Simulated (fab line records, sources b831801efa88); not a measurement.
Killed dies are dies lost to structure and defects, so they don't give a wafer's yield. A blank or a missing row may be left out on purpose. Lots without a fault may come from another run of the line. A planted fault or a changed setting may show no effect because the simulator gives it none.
fab line records | flow sky130
record lots=5 wafers=15 last_day=50
route steps=708 shown SONOS_ONO@175 GATE_OXIDE@187 POLY_GATE@204 RES_PROTECT@206
lots that met no fault: from a run of the same line without faults
start_h: hours from the record's first day to the start of the lot's first wafer shown | wait_h: hours since the lot's step before | " the same as in the row above | L1.1+2: a row that stands for several wafers | - no value, or no start given | * or withheld: withheld | < > ~ a bound
route shown NAME@n: a module of which the file shows steps, and the number in the route of the first | usual: mean/standard deviation of fault-free wafers | same: alike in all rows | chamber/n: place in a boat | sites: the reading at each site | _std_site: their standard deviation | _edge_site: outer sites' mean less inner sites' | radius_mm: how far each site lies from the wafer's centre | mask NAME#n: copy n | behind: the tool/chamber that last shaped the wafer | hold: why the lot was held/for how many hours/how that ended | device: the transistor (n, p or np) that didn't switch | end of line: the same wafers' tests at the end of the route | a step without rows: its recipe alone | killed: dies lost to structure and defects at the first sort, not the wafer's yield | map: a wafer's dies, x killed, . not, _ none there
set.NAME: the setting as run; set.NAME@STEP: as run at that earlier step | model.NAME: the simulator's own value behind a step, which no gauge read
lots at some steps of the route; a table a step, a row a wafer
services: from which hour (start_h, from the record's first day; less than 0 if before it) a tool's chamber was out of use, for how many hours, and why
## steps
# step SKY_SONOS_ONO_HMDS_07
# recipe prime_time_s=60 prime_temp_c=120
# columns lot.wafer tool chamber start_h wait_h
L079.2+4+6 litho_track-03 0 322.67 0.1
L086.1+4+5 litho_track-04 0 366.89 0.1
L089.2+4+5 litho_track-03 0 386.37 0.1
L091.1+3+6 litho_track-02 0 401.38 0.1
L097.1+4+6 litho_track-04 0 453.89 0.1
# step SKY_SONOS_ONO_COAT_08
# recipe resist=NOVOLAK spin_rpm=3000 resist_thk_nm=1140
# columns lot.wafer tool chamber start_h wait_h
L079.2+4+6 litho_track-03 0 322.82 0.1
L086.1+4+5 litho_track-04 0 367.04 0.1
L089.2+4+5 litho_track-03 0 386.52 0.1
L091.1+3+6 litho_track-02 0 401.53 0.1
L097.1+4+6 litho_track-04 0 454.04 0.1
# step SKY_SONOS_ONO_SOFTBAKE_09
# recipe temp_c=90 time_s=60 resist=NOVOLAK
# same time_s=60
# columns lot.wafer tool chamber start_h wait_h
L079.2+4+6 litho_track-03 0 322.97 0.1
L086.1+4+5 litho_track-04 0 367.19 0.1
L089.2+4+5 litho_track-03 0 386.67 0.1
L091.1+3+6 litho_track-02 0 401.68 0.1
L097.1+4+6 litho_track-04 0 454.19 0.1
# step SKY_SONOS_ONO_EXPOSE_10
# recipe mask_id=ONOM target_cd_nm=410 na=0.6 source_shape=conventional sigma_outer=0.6 dose_mj=150
# columns lot.wafer tool chamber start_h wait_h mask
L079.2+4+6 iline_stepper-02 0 - - ONOM#0
L086.1+4+5 iline_stepper-02 0 - - ONOM#0
L089.2+4+5 iline_stepper-01 0 - - ONOM#0
L091.1+3+6 iline_stepper-01 0 - - ONOM#0
L097.1+4+6 iline_stepper-01 0 - - ONOM#0
# step SKY_SONOS_ONO_PEB_11
# recipe temp_c=withheld time_s=* resist=NOVOLAK
# same time_s=*
# columns lot.wafer tool chamber start_h wait_h
L079.2+4+6 litho_track-04 0 - -
L086.1+4+5 litho_track-02 0 - -
L089.2+4+5 litho_track-03 0 - -
L091.1+3+6 litho_track-02 0 - -
L097.1+4+6 litho_track-04 0 - -
# step SKY_SONOS_ONO_DEVELOP_12
# recipe develop_time_s=60 dev_temp_c=23
# columns lot.wafer tool chamber start_h wait_h
L079.2+4+6 litho_track-04 0 335.82 0.1
L086.1+4+5 litho_track-02 0 380.48 0.1
L089.2+4+5 litho_track-03 0 400.47 0.1
L091.1+3+6 litho_track-02 0 416.08 0.1
L097.1+4+6 litho_track-04 0 470.34 0.1
# step SKY_SONOS_ONO_CD_MEAS_13
# recipe target_cd_nm=410
# usual cd_nm=410.2/2.3
# columns lot.wafer tool chamber start_h wait_h cd_nm
L079.2 cd_sem-01 - 336.07 0.2 413.1
L079.4 " - " " 412.9
L079.6 " - " " 412.9
L086.1 cd_sem-01 - 380.63 0.1 410.7
L086.4 " - " " 409.1
L086.5 " - " " 410.6
L089.2 cd_sem-01 - 400.62 0.1 408.8
L089.4 " - " " 410.9
L089.5 " - " " 410.3
L091.1 cd_sem-01 - 416.23 0.1 411.6
L091.3 " - " " 413.1
L091.6 " - " " 414.4
L097.1 cd_sem-02 - 470.49 0.1 403.3
L097.4 " - " " 403.9
L097.6 " - " " 404.3
# step SKY_SONOS_ONO_OVL_MEAS_14
# usual SONOS_ONO_OVL=-0.3/1.3
# columns lot.wafer tool chamber start_h wait_h SONOS_ONO_OVL[nm]
L079.2 overlay-01 - 336.17 0.1 -1.1
L079.4 " - " " -2.2
L079.6 " - " " -2.2
L086.1 overlay-01 - 380.75 0.1 -0.3
L086.4 " - " " -1.9
L086.5 " - " " -0.6
L089.2 overlay-02 - 400.72 0.1 1.6
L089.4 " - " " 0.7
L089.5 " - " " 1.5
L091.1 overlay-02 - 416.35 0.1 3.1
L091.3 " - " " -0.8
L091.6 " - " " 1.4
L097.1 overlay-01 - 470.61 0.1 -1.2
L097.4 " - " " -1.4
L097.6 " - " " -1.6
# step SKY_SONOS_ONO_ETCH_15
# recipe target_depth_nm=19.52 chemistry=CHF3/O2 source_w=600 bias_w=200 pressure_mtorr=40 chf3_flow_sccm=50 O2_flow_sccm=5 time_s=7.8
# usual drypump_motor_current_A=5.7/0.43 oes_product_au=0.999/0.0069 throttle_valve_pct=8.825/0.0094
# same time_s=7.8
# columns lot.wafer tool chamber start_h wait_h drypump_motor_current_A oes_product_au rf_hours_counter_h throttle_valve_pct
L079.2 rie_diel-02 3 336.20 0.0 6.1 1.010 24 8.808
L079.4 " 1 " " 6.3 1.007 90 8.831
L079.6 " 3 " " 6.1 1.000 - 8.824
L086.1 rie_diel-03 0 380.78 0.0 5.4 0.995 13 8.821
L086.4 " 1 " " 5.3 1.004 - 8.817
L086.5 " 3 " " 5.5 1.000 - 8.827
L089.2 rie_diel-01 2 400.75 0.0 5.7 1.005 65 8.842
L089.4 " 0 " " 4.9 1.018 - 8.809
L089.5 " 2 " " 5.7 1.003 - 8.834
L091.1 rie_diel-03 1 416.38 0.0 5.3 1.010 51 8.814
L091.3 " 2 " " 4.7 0.985 76 8.808
L091.6 " 3 " " 5.5 0.996 - 8.824
L097.1 rie_diel-03 1 470.65 0.0 5.3 1.001 52 8.816
L097.4 " 1 " " 5.3 1.010 - 8.839
L097.6 " 0 " " 5.5 0.993 - 8.810
# step SKY_SONOS_ONO_WET_ETCH_16
# recipe chemistry=dHF target_depth_nm=14 dry=n2_spin target=SiO2 dilution=100:1 temp_c=25 time_s=280
# same time_s=280
# columns lot.wafer tool chamber start_h wait_h
L079.2+4+6 wet_bench-01 0 336.23 0.0
L086.1+4+5 wet_bench-02 1 380.81 0.0
L089.2+4+5 wet_bench-02 1 400.77 0.0
L091.1+3+6 wet_bench-02 0 416.40 0.0
L097.1+4+6 wet_bench-03 1 470.68 0.0
# step SKY_SONOS_ONO_STRIP_17
# recipe chemistry=O2/N2 power_w=1400 pressure_mtorr=1500 platen_temp_c=withheld o2_flow_sccm=3000 n2_flow_sccm=300 overash_fraction=0.5
# usual drypump_motor_current_A=5.7/0.3 oes_product_au=0.709/0.0044 strip_time_to_endpoint_s=14.08/0.039
# columns lot.wafer tool chamber start_h wait_h drypump_motor_current_A oes_product_au rf_hours_counter_h strip_time_to_endpoint_s
L079.2 plasma_asher-01 0 336.31 0.0 5.6 0.700 63 14.09
L079.4 " 1 " " 5.9 0.707 - 14.07
L079.6 " 0 " " 5.6 0.716 - 14.11
L086.1 plasma_asher-03 0 380.89 0.0 6.2 0.706 57 14.12
L086.4 " 1 " " 5.8 0.712 - 14.08
L086.5 " 0 " " 6.2 0.711 - 14.17
L089.2 plasma_asher-01 0 400.86 0.0 5.6 0.702 69 14.04
L089.4 " 0 " " 5.6 0.704 - 14.03
L089.5 " 1 " " 5.9 0.715 - 14.10
L091.1 plasma_asher-02 1 416.49 0.0 5.9 0.714 74 14.09
L091.3 " 1 " " 5.9 0.710 - 14.06
L091.6 " 0 " " 5.1 0.709 - 14.09
L097.1 plasma_asher-02 1 470.77 0.0 5.8 0.704 79 14.04
L097.4 " 1 " " 5.8 0.709 - 14.04
L097.6 " 1 " " 5.8 0.705 - 14.03
# step SKY_SONOS_ONO_WET_ETCH_18
# recipe chemistry=H3PO4 target_depth_nm=15 target=Si3N4 temp_c=160 time_s=172
# usual bath_guard_temp_C=160.1/0.44
# same time_s=172
# columns lot.wafer tool chamber start_h wait_h bath_guard_temp_C
L079.2 wet_bench-03 3 336.41 0.1 160.4
L079.4 " 3 " " 160.2
L079.6 " 3 " " 159.7
L086.1 wet_bench-02 1 380.99 0.1 160.3
L086.4 " 1 " " 160.3
L086.5 " 1 " " 159.9
L089.2 wet_bench-01 1 400.96 0.1 160.3
L089.4 " 1 " " 160.3
L089.5 " 1 " " 160.2
L091.1 wet_bench-02 2 416.59 0.1 159.5
L091.3 " 2 " " 160.0
L091.6 " 2 " " 160.1
L097.1 wet_bench-01 3 470.87 0.1 159.2
L097.4 " 3 " " 159.6
L097.6 " 3 " " 159.9
# step SKY_GATE_OXIDE_CLEAN_00
# recipe chemistry=SC1/SC2 mix=1:4:20 temp_c=70 time_s=150 dry=n2_spin
# usual bath_guard_temp_C=70.0/0.53
# same time_s=150
# columns lot.wafer tool chamber start_h wait_h bath_guard_temp_C
L079.2 wet_bench-01 1 336.47 0.0 70.5
L079.4 " 1 " " 70.4
L079.6 " 1 " " 70.1
L086.1 wet_bench-01 2 381.05 0.0 70.4
L086.4 " 2 " " 70.8
L086.5 " 2 " " 70.9
L089.2 wet_bench-03 1 401.02 0.0 70.1
L089.4 " 1 " " 70.4
L089.5 " 1 " " 70.3
L091.1 wet_bench-03 2 416.65 0.0 69.1
L091.3 " 2 " " 69.2
L091.6 " 2 " " 69.3
L097.1 wet_bench-03 0 470.93 0.0 70.6
L097.4 " 0 " " 70.5
L097.6 " 0 " " 70.4
# step SKY_GATE_OXIDE_OXIDATION_01
# recipe temp_c=900 ambient=O2 stabilise_s=600 purge_s=300 target_thk_a=102.68 ox_time_s=1473
# usual ox_temp_c_max=905.1/1.7 zone_power_bottom_pct=30.5/1.9
# same stabilise_s=600
# columns lot.wafer tool chamber start_h wait_h ox_temp_c_max zone_power_bottom_pct
L079.2 furnace-01 0 339.06 2.5 907.9 32.4
L079.4 " 0 " " 906.7 32.1
L079.6 " 0 " " 907.9 33.2
L086.1 furnace-02 0 384.54 3.4 901.8 29.3
L086.4 " 0 " " 903.3 28.5
L086.5 " 0 " " 903.3 28.5
L089.2 furnace-01 0 401.63 0.6 906.0 31.9
L089.4 " 0 " " 908.4 32.5
L089.5 " 0 " " 908.8 32.6
L091.1 furnace-02 0 418.16 1.5 904.2 28.9
L091.3 " 0 " " 904.1 28.9
L091.6 " 0 " " 903.8 28.8
L097.1 furnace-02 0 471.63 0.6 903.4 28.9
L097.4 " 0 " " 902.7 28.7
L097.6 " 0 " " 904.0 28.4
# step SKY_GATE_OXIDE_THK_MEAS_02
# recipe reads=SiO2_of_GATE_OXIDE_OXIDATION_01
# usual GATE_OXIDE_OXIDATION_00_THK=10.24/0.19
# columns lot.wafer tool chamber start_h wait_h GATE_OXIDE_OXIDATION_00_THK[nm]
L079.2 film_metro-03 - 340.48 0.0 10.18
L079.4 " - " " 10.11
L079.6 " - " " 10.21
L086.1 film_metro-03 - 385.95 0.0 10.28
L086.4 " - " " 10.17
L086.5 " - " " 10.26
L089.2 film_metro-04 - 403.05 0.0 10.47
L089.4 " - " " 10.56
L089.5 " - " " 10.41
L091.1 film_metro-02 - 419.57 0.0 10.01
L091.3 " - " " 10.01
L091.6 " - " " 10.12
L097.1 film_metro-04 - 473.03 0.0 10.30
L097.4 " - " " 10.09
L097.6 " - " " 10.43
# step SKY_GATE_OXIDE_DEHYDRATE_03
# recipe temp_c=200 time_s=60
# same time_s=60
# columns lot.wafer tool chamber start_h wait_h
L079.2+4+6 litho_track-02 0 353.95 13.5
L086.1+4+5 litho_track-02 0 399.03 13.1
L089.2+4+5 litho_track-02 0 416.95 13.9
L091.1+3+6 litho_track-02 0 434.93 15.3
L097.1+4+6 litho_track-03 0 487.30 14.3
# step SKY_GATE_OXIDE_HMDS_04
# recipe prime_time_s=60 prime_temp_c=120
# columns lot.wafer tool chamber start_h wait_h
L079.2+4+6 litho_track-02 0 354.10 0.1
L086.1+4+5 litho_track-02 0 399.18 0.1
L089.2+4+5 litho_track-02 0 417.10 0.1
L091.1+3+6 litho_track-02 0 435.08 0.1
L097.1+4+6 litho_track-03 0 487.45 0.1
# step SKY_GATE_OXIDE_COAT_05
# recipe resist=NOVOLAK spin_rpm=3000 resist_thk_nm=1117
# columns lot.wafer tool chamber start_h wait_h
L079.2+4+6 litho_track-02 0 354.25 0.1
L086.1+4+5 litho_track-02 0 399.33 0.1
L089.2+4+5 litho_track-02 0 417.25 0.1
L091.1+3+6 litho_track-02 0 435.23 0.1
L097.1+4+6 litho_track-03 0 487.60 0.1
# step SKY_GATE_OXIDE_SOFTBAKE_06
# recipe temp_c=90 time_s=60 resist=NOVOLAK
# same time_s=60
# columns lot.wafer tool chamber start_h wait_h
L079.2+4+6 litho_track-02 0 354.40 0.1
L086.1+4+5 litho_track-02 0 399.48 0.1
L089.2+4+5 litho_track-02 0 417.40 0.1
L091.1+3+6 litho_track-02 0 435.38 0.1
L097.1+4+6 litho_track-03 0 487.75 0.1
# step SKY_GATE_OXIDE_EXPOSE_07
# recipe mask_id=LVOM na=0.6 source_shape=conventional sigma_outer=0.6 polarization=unpolarized target_cd_nm=600 dose_mj=170
# columns lot.wafer tool chamber start_h wait_h mask
L079.2+4+6 iline_stepper-02 0 - - LVOM#0
L086.1+4+5 iline_stepper-01 0 - - LVOM#0
L089.2+4+5 iline_stepper-01 0 - - LVOM#0
L091.1+3+6 iline_stepper-02 0 - - LVOM#0
L097.1+4+6 iline_stepper-02 0 - - LVOM#0
# step SKY_GATE_OXIDE_PEB_08
# recipe temp_c=withheld time_s=* resist=NOVOLAK
# same time_s=*
# columns lot.wafer tool chamber start_h wait_h
L079.2+4+6 litho_track-03 0 - -
L086.1+4+5 litho_track-02 0 - -
L089.2+4+5 litho_track-03 0 - -
L091.1+3+6 litho_track-02 0 - -
L097.1+4+6 litho_track-03 0 - -
# step SKY_GATE_OXIDE_DEVELOP_09
# recipe resist=NOVOLAK developer=TMAH develop_time_s=60 dev_temp_c=23
# columns lot.wafer tool chamber start_h wait_h
L079.2+4+6 litho_track-03 0 367.27 0.1
L086.1+4+5 litho_track-02 0 414.78 0.1
L089.2+4+5 litho_track-03 0 432.22 0.1
L091.1+3+6 litho_track-02 0 450.38 0.1
L097.1+4+6 litho_track-03 0 503.75 0.1
# step SKY_GATE_OXIDE_OVL_MEAS_10
# usual GATE_OXIDE_OVL=-0.5/1.3
# columns lot.wafer tool chamber start_h wait_h GATE_OXIDE_OVL[nm]
L079.2 overlay-01 - 367.40 0.1 -0.7
L079.4 " - " " -0.4
L079.6 " - " " 1.5
L086.1 overlay-01 - 414.93 0.1 -3.2
L086.4 " - " " -1.1
L086.5 " - " " -0.6
L089.2 overlay-01 - 432.35 0.1 -1.9
L089.4 " - " " -2.3
L089.5 " - " " -0.6
L091.1 overlay-01 - 450.53 0.1 -2.0
L091.3 " - " " -0.1
L091.6 " - " " -0.7
L097.1 overlay-02 - 503.90 0.1 -1.2
L097.4 " - " " -1.9
L097.6 " - " " -0.3
# step SKY_GATE_OXIDE_IMPLANT_11
# recipe species=B energy_kev=10 dose_cm2=2.6e+12 tilt_deg=withheld
# columns lot.wafer tool chamber start_h wait_h
L079.2+4+6 implanter-02 0 367.46 0.0
L086.1+4+5 implanter-02 0 414.96 0.0
L089.2+4+5 implanter-01 0 432.41 0.0
L091.1+3+6 implanter-03 0 450.56 0.0
L097.1+4+6 implanter-02 0 503.93 0.0
# step SKY_GATE_OXIDE_WET_ETCH_12
# recipe chemistry=dHF target_depth_nm=16.8 dry=n2_spin target=SiO2 dilution=100:1 temp_c=25 time_s=336
# same time_s=336
# columns lot.wafer tool chamber start_h wait_h
L079.2+4+6 wet_bench-03 2 367.58 0.1
L086.1+4+5 wet_bench-01 1 415.11 0.1
L089.2+4+5 wet_bench-01 3 432.53 0.1
L091.1+3+6 wet_bench-03 0 450.80 0.2
L097.1+4+6 wet_bench-02 3 504.08 0.1
# step SKY_GATE_OXIDE_STRIP_13
# recipe chemistry=O2/N2 power_w=1400 pressure_mtorr=1500 platen_temp_c=withheld o2_flow_sccm=3000 n2_flow_sccm=300 overash_fraction=0.5
# usual drypump_motor_current_A=5.7/0.54 oes_product_au=0.715/0.0042 strip_time_to_endpoint_s=13.90/0.035
# columns lot.wafer tool chamber start_h wait_h drypump_motor_current_A oes_product_au rf_hours_counter_h strip_time_to_endpoint_s
L079.2 plasma_asher-03 0 367.68 0.0 6.2 0.727 56 13.96
L079.4 " 0 " " 6.2 0.717 - 13.92
L079.6 " 1 " " 5.8 0.708 - 13.93
L086.1 plasma_asher-03 1 415.22 0.0 5.8 0.713 60 13.91
L086.4 " 0 " " 6.2 0.716 - 13.87
L086.5 " 0 " " 6.2 0.711 - 13.90
L089.2 plasma_asher-03 1 432.64 0.0 5.8 0.721 62 13.89
L089.4 " 1 " " 5.8 0.720 - 13.90
L089.5 " 1 " " 5.8 0.719 - 13.92
L091.1 plasma_asher-02 1 450.90 0.0 5.8 0.714 78 13.84
L091.3 " 1 " " 5.8 0.717 - 13.84
L091.6 " 1 " " 5.8 0.719 - 13.84
L097.1 plasma_asher-02 1 504.19 0.0 5.8 0.713 82 13.94
L097.4 " 1 " " 5.8 0.713 - 13.88
L097.6 " 1 " " 5.9 0.713 - 13.90
# step SKY_GATE_OXIDE_TW_MEAS_14
# usual GATE_OXIDE_TW=225.0/1.6
# columns lot.wafer tool chamber start_h wait_h GATE_OXIDE_TW
L079.2 film_metro-04 - 367.79 0.1 226.5
L079.4 " - " " 225.6
L079.6 " - " " 226.0
L086.1 film_metro-04 - 415.32 0.1 226.4
L086.4 " - " " 226.6
L086.5 " - " " 227.3
L089.2 film_metro-03 - 432.75 0.1 224.8
L089.4 " - " " 224.4
L089.5 " - " " 224.5
L091.1 film_metro-02 - 451.00 0.1 222.2
L091.3 " - " " 222.6
L091.6 " - " " 223.4
L097.1 film_metro-02 - 504.29 0.1 223.1
L097.4 " - " " 223.6
L097.6 " - " " 223.4
# step SKY_GATE_OXIDE_CLEAN_15
# recipe chemistry=SC1/SC2 mix=1:4:20 temp_c=70 time_s=150 dry=n2_spin
# usual bath_guard_temp_C=70.2/0.45
# same time_s=150
# columns lot.wafer tool chamber start_h wait_h bath_guard_temp_C
L079.2 wet_bench-01 1 367.84 0.0 70.2
L079.4 " 1 " " 70.7
L079.6 " 1 " " 70.2
L086.1 wet_bench-03 1 415.38 0.1 70.5
L086.4 " 1 " " 70.2
L086.5 " 1 " " 70.7
L089.2 wet_bench-03 2 432.80 0.0 69.0
L089.4 " 2 " " 69.2
L089.5 " 2 " " 69.1
L091.1 wet_bench-01 2 451.06 0.1 70.8
L091.3 " 2 " " 70.5
L091.6 " 2 " " 70.7
L097.1 wet_bench-03 3 504.35 0.1 70.4
L097.4 " 3 " " 70.5
L097.6 " 3 " " 69.5
# step SKY_GATE_OXIDE_OXIDATION_16
# recipe temp_c=800 ambient=O2 idle_temp_c=700 ramp_up_c_per_min=10 ramp_down_c_per_min=3 stabilise_s=600 purge_s=300 target_thk_a=35.7 ox_time_s=1915
# usual ox_temp_c_max=804.5/1.5 zone_power_bottom_pct=23.7/1.5
# same stabilise_s=600
# columns lot.wafer tool chamber start_h wait_h ox_temp_c_max zone_power_bottom_pct
L079.2 furnace-02 0 373.94 6.0 802.8 22.5
L079.4 " 0 " " 804.5 21.9
L079.6 " 0 " " 803.1 22.5
L086.1 furnace-02 0 416.63 1.2 803.3 22.5
L086.4 " 0 " " 803.5 22.4
L086.5 " 0 " " 803.3 22.6
L089.2 furnace-02 0 433.13 0.3 802.5 22.2
L089.4 " 0 " " 802.7 22.4
L089.5 " 0 " " 802.9 22.5
L091.1 furnace-02 0 451.11 0.0 803.2 22.3
L091.3 " 0 " " 803.1 22.3
L091.6 " 0 " " 802.5 22.2
L097.1 furnace-01 0 504.41 0.0 805.0 25.2
L097.4 " 0 " " 806.1 25.5
L097.6 " 0 " " 806.7 25.3
# step SKY_POLY_GATE_CVD_00
# recipe material=poly-Si target_thk_nm=180 temp_c=620 time_s=720 pressure_mtorr=200
# usual zone_power_bottom_pct=12.0/1
# same time_s=720
# columns lot.wafer tool chamber start_h wait_h zone_power_bottom_pct
L079.2 lpcvd-01 0 375.47 0.0 11.1
L079.4 " 0 " " 11.2
L079.6 " 0 " " 11.0
L086.1 lpcvd-01 0 418.16 0.0 11.2
L086.4 " 0 " " 10.7
L086.5 " 0 " " 11.0
L089.2 lpcvd-01 0 435.54 0.9 11.1
L089.4 " 0 " " 11.1
L089.5 " 0 " " 11.0
L091.1 lpcvd-01 0 452.65 0.0 11.0
L091.3 " 0 " " 11.1
L091.6 " 0 " " 11.1
L097.1 lpcvd-01 1 505.94 0.0 13.0
L097.4 " 1 " " 13.0
L097.6 " 1 " " 13.1
# step SKY_POLY_GATE_THK_MEAS_01
# recipe reads=poly-Si_of_POLY_GATE_CVD_00
# usual POLY_GATE_CVD_00_THK=180.6/2
# columns lot.wafer tool chamber start_h wait_h POLY_GATE_CVD_00_THK[nm]
L079.2 film_metro-01 - 376.68 0.0 183.3
L079.4 " - " " 182.5
L079.6 " - " " 183.8
L086.1 film_metro-02 - 419.36 0.0 180.9
L086.4 " - " " 178.7
L086.5 " - " " 178.0
L089.2 film_metro-03 - 436.75 0.0 182.0
L089.4 " - " " 182.2
L089.5 " - " " 180.7
L091.1 film_metro-01 - 453.85 0.0 180.0
L091.3 " - " " 180.2
L091.6 " - " " 179.9
L097.1 film_metro-01 - 507.14 0.0 179.1
L097.4 " - " " 180.0
L097.6 " - " " 180.2
# step SKY_RES_PROTECT_DEHYDRATE_00
# recipe temp_c=200 time_s=60
# same time_s=60
# columns lot.wafer tool chamber start_h wait_h
L079.2+4+6 litho_track-03 0 387.77 11.1
L086.1+4+5 litho_track-04 0 434.39 15.0
L089.2+4+5 litho_track-04 0 451.32 14.6
L091.1+3+6 litho_track-04 0 469.59 15.7
L097.1+4+6 litho_track-01 0 520.53 13.4
# step SKY_RES_PROTECT_HMDS_01
# recipe prime_time_s=60 prime_temp_c=120
# columns lot.wafer tool chamber start_h wait_h
L079.2+4+6 litho_track-03 0 387.92 0.1
L086.1+4+5 litho_track-04 0 434.54 0.1
L089.2+4+5 litho_track-04 0 451.47 0.1
L091.1+3+6 litho_track-04 0 469.74 0.1
L097.1+4+6 litho_track-01 0 520.68 0.1
# step SKY_RES_PROTECT_COAT_02
# recipe resist=NOVOLAK spin_rpm=3000 resist_thk_nm=1140
# columns lot.wafer tool chamber start_h wait_h
L079.2+4+6 litho_track-03 0 388.07 0.1
L086.1+4+5 litho_track-04 0 434.69 0.1
L089.2+4+5 litho_track-04 0 451.62 0.1
L091.1+3+6 litho_track-04 0 469.89 0.1
L097.1+4+6 litho_track-01 0 520.83 0.1
# step SKY_RES_PROTECT_SOFTBAKE_03
# recipe temp_c=90 time_s=60 resist=NOVOLAK
# same time_s=60
# columns lot.wafer tool chamber start_h wait_h
L079.2+4+6 litho_track-03 0 388.22 0.1
L086.1+4+5 litho_track-04 0 434.84 0.1
L089.2+4+5 litho_track-04 0 451.77 0.1
L091.1+3+6 litho_track-04 0 470.04 0.1
L097.1+4+6 litho_track-01 0 520.98 0.1
# step SKY_RES_PROTECT_EXPOSE_04
# recipe mask_id=RPM na=0.6 source_shape=conventional sigma_outer=0.6 polarization=unpolarized target_cd_nm=1270 dose_mj=131
# columns lot.wafer tool chamber start_h wait_h mask
L079.2+4+6 iline_stepper-02 0 - - RPM#0
L086.1+4+5 iline_stepper-02 0 - - RPM#0
L089.2+4+5 iline_stepper-02 0 - - RPM#0
L091.1+3+6 iline_stepper-02 0 - - RPM#0
L097.1+4+6 iline_stepper-02 0 - - RPM#0
# step SKY_RES_PROTECT_PEB_05
# recipe temp_c=withheld time_s=* resist=NOVOLAK
# same time_s=*
# columns lot.wafer tool chamber start_h wait_h
L079.2+4+6 litho_track-03 0 - -
L086.1+4+5 litho_track-03 0 - -
L089.2+4+5 litho_track-01 0 - -
L091.1+3+6 litho_track-04 0 - -
L097.1+4+6 litho_track-01 0 - -
# step SKY_RES_PROTECT_DEVELOP_06
# recipe resist=NOVOLAK developer=TMAH develop_time_s=60 dev_temp_c=23
# columns lot.wafer tool chamber start_h wait_h
L079.2+4+6 litho_track-03 0 402.47 0.1
L086.1+4+5 litho_track-03 0 449.75 0.1
L089.2+4+5 litho_track-01 0 467.66 0.1
L091.1+3+6 litho_track-04 0 484.89 0.1
L097.1+4+6 litho_track-01 0 536.48 0.1
# step SKY_POLY_GATE_IMPLANT_02
# recipe species=P energy_kev=30 dose_cm2=7.7e+15 tilt_deg=0
# columns lot.wafer tool chamber start_h wait_h
L079.2+4+6 implanter-03 0 402.62 0.1
L086.1+4+5 implanter-01 0 449.90 0.1
L089.2+4+5 implanter-04 0 467.81 0.1
L091.1+3+6 implanter-03 0 485.04 0.1
L097.1+4+6 implanter-03 0 536.63 0.1
# step SKY_RES_PROTECT_STRIP_07
# recipe chemistry=O2/N2 power_w=1400 pressure_mtorr=1500 platen_temp_c=withheld o2_flow_sccm=3000 n2_flow_sccm=300 overash_fraction=0.5
# usual drypump_motor_current_A=5.6/0.43 oes_product_au=0.518/0.0048 strip_time_to_endpoint_s=23.29/0.047
# columns lot.wafer tool chamber start_h wait_h drypump_motor_current_A oes_product_au rf_hours_counter_h strip_time_to_endpoint_s
L079.2 plasma_asher-02 0 402.75 0.1 5.1 0.516 72 23.30
L079.4 " 1 " " 5.9 0.510 - 23.32
L079.6 " 0 " " 5.2 0.520 - 23.29
L086.1 plasma_asher-01 1 450.05 0.1 5.9 0.520 2 23.28
L086.4 " 0 " " 5.6 0.518 - 23.25
L086.5 " 0 " " 5.6 0.521 - 23.19
L089.2 plasma_asher-02 0 467.93 0.1 5.1 0.513 79 23.26
L089.4 " 1 " " 5.9 0.515 - 23.29
L089.5 " 1 " " 5.9 0.515 - 23.24
L091.1 plasma_asher-02 0 485.19 0.1 5.1 0.527 81 23.23
L091.3 " 0 " " 5.1 0.520 - 23.26
L091.6 " 1 " " 5.9 0.514 - 23.24
L097.1 plasma_asher-02 1 536.78 0.1 5.9 0.516 86 23.29
L097.4 " 1 " " 5.8 0.524 - 23.28
L097.6 " 1 " " 5.9 0.520 - 23.26
# step SKY_RES_PROTECT_TW_MEAS_08
# usual POLY_GATE_TW=4059/30
# columns lot.wafer tool chamber start_h wait_h POLY_GATE_TW
L079.2 film_metro-01 - 402.86 0.1 4072
L079.4 " - " " 4072
L079.6 " - " " 4085
L086.1 film_metro-01 - 450.15 0.1 4083
L086.4 " - " " 4071
L086.5 " - " " 4074
L089.2 film_metro-04 - 468.04 0.1 4049
L089.4 " - " " 4039
L089.5 " - " " 4040
L091.1 film_metro-02 - 485.29 0.1 4008
L091.3 " - " " 4010
L091.6 " - " " 4001
L097.1 film_metro-01 - 536.88 0.1 4062
L097.4 " - " " 4064
L097.6 " - " " 4062
# step SKY_RES_PROTECT_CLEAN_09
# recipe chemistry=SC1/SC2 mix=1:4:20 temp_c=70 time_s=150 dry=n2_spin
# usual bath_guard_temp_C=70.0/0.55
# same time_s=150
# columns lot.wafer tool chamber start_h wait_h bath_guard_temp_C
L079.2 wet_bench-03 3 402.91 0.0 70.0
L079.4 " 3 " " 69.7
L079.6 " 3 " " 70.0
L086.1 wet_bench-01 1 450.21 0.1 70.1
L086.4 " 1 " " 70.0
L086.5 " 1 " " 70.6
L089.2 wet_bench-01 3 468.09 0.0 69.6
L089.4 " 3 " " 69.6
L089.5 " 3 " " 69.4
L091.1 wet_bench-04 0 485.35 0.1 69.5
L091.3 " 0 " " 69.5
L091.6 " 0 " " 69.4
L097.1 wet_bench-01 2 536.94 0.1 70.8
L097.4 " 2 " " 70.5
L097.6 " 2 " " 70.5
# step SKY_POLY_GATE_CVD_03
# recipe material=Si3N4 precursor=DCS/NH3 target_thk_nm=75 temp_c=770 time_s=1290 pressure_mtorr=250
# usual zone_power_bottom_pct=22.6/1.4
# same time_s=1290
# columns lot.wafer tool chamber start_h wait_h zone_power_bottom_pct
L079.2 lpcvd-02 1 404.53 1.6 20.6
L079.4 " 1 " " 20.6
L079.6 " 1 " " 20.7
L086.1 lpcvd-02 0 450.26 0.0 23.5
L086.4 " 0 " " 23.6
L086.5 " 0 " " 23.6
L089.2 lpcvd-02 0 468.67 0.5 23.3
L089.4 " 0 " " 23.7
L089.5 " 0 " " 23.5
L091.1 lpcvd-02 0 485.40 0.0 24.1
L091.3 " 0 " " 23.6
L091.6 " 0 " " 23.5
L097.1 lpcvd-02 1 546.87 9.9 20.8
L097.4 " 1 " " 20.8
L097.6 " 1 " " 20.7
## services
# columns tool chamber start_h hours kind
iline_stepper-01 - 301.47 3.9 repair
iline_stepper-01 - 305.61 5.9 repair
rie_diel-03 - 310.81 15.6 pm
rie_diel-03 0 332.83 2.5 repair
furnace-02 - 337.46 7.0 pm
iline_stepper-02 - 339.04 8.8 repair
implanter-02 - 346.03 2.7 repair
rie_diel-03 0 349.88 4.2 repair
lpcvd-02 - 369.40 0.3 repair
furnace-02 - 376.82 3.7 pm
iline_stepper-02 - 417.07 2.7 repair
plasma_asher-03 - 417.98 2.8 pm
wet_bench-03 - 420.05 5.5 repair
iline_stepper-01 - 420.27 1.7 pm
iline_stepper-02 - 423.92 3.8 repair
wet_bench-02 - 426.18 50.0 repair
furnace-02 - 436.28 2.9 pm
implanter-03 - 452.63 3.2 pm
iline_stepper-01 - 469.15 4.4 pm
plasma_asher-02 - 471.75 1.2 repair
iline_stepper-02 - 492.90 7.6 repair
iline_stepper-02 - 509.75 1.7 pm
furnace-02 - 510.42 10.5 pm
lpcvd-02 - 531.06 14.6 pm
## key
fault none
